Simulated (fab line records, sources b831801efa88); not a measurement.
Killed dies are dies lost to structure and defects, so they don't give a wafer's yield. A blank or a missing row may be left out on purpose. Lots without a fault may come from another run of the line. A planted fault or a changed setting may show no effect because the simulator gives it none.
Which tool did it? | flow gf180mcu | 12 lots, 36 wafers sampled, at 1 step of a route of 602

WHAT THE GAUGES READ, wafer by wafer
GF_V1_OVL_MEAS_15. Usual: V1_OVL -3 nm, standard deviation 6.3.
lot  | measured     | on         | V1_OVL (nm) | flag
L396 | day 18 00:08 | overlay-02 | -1 -6 -1    |
L397 | day 18 11:38 | overlay-02 | 4 3 6       |
L400 | day 19 22:16 | overlay-01 | -11 -3 3    |
L402 | day 20 07:29 | overlay-01 | -16 -9 -14  |
L403 | day 21 01:29 | overlay-02 | -3 6 -6     |
L404 | day 21 12:08 | overlay-01 | -5 -5 -9    |
L405 | day 21 23:28 | overlay-02 | -6 -6 -6    |
L414 | day 25 04:47 | overlay-01 | 0 -3 -12    |
L413 | day 25 06:35 | overlay-02 | -2 -4 4     |
L416 | day 25 11:01 | overlay-01 | 1 -5 0      |
L418 | day 25 15:23 | overlay-01 | 0 -11 6     |
L419 | day 26 10:28 | overlay-01 | 6 -5 -6     |

WHICH TOOL RAN EACH LOT (tool, then ch and the chambers of the sampled wafers, then the start)
The record holds no process step before these readings.

WHAT THE TOOLS THEMSELVES READ (means of the sampled wafers that have a number; where no wafer has one, the mark that the record gives instead)
The record holds no such reading with a usual standard deviation.

THE ANSWER, worked out from the rows above alone
Rule: a lot is off if the mean of its wafers that have a number lies more than 3 standard deviations from the usual mean. A lot without any number at a reading at which 4 lots or more have one is off too. The other lots that the step has rows for count as sound. The gauges are gone through in route order, then the tools' own readings, and for those a lot's mean is taken as printed above. The first step at which some lot is off is used, and at that step the reading that is off furthest; a lot without a number counts as furthest.
No lot is off at any reading shown: from this, nothing can be told.

WHAT THE SIMULATOR HAD PUT IN
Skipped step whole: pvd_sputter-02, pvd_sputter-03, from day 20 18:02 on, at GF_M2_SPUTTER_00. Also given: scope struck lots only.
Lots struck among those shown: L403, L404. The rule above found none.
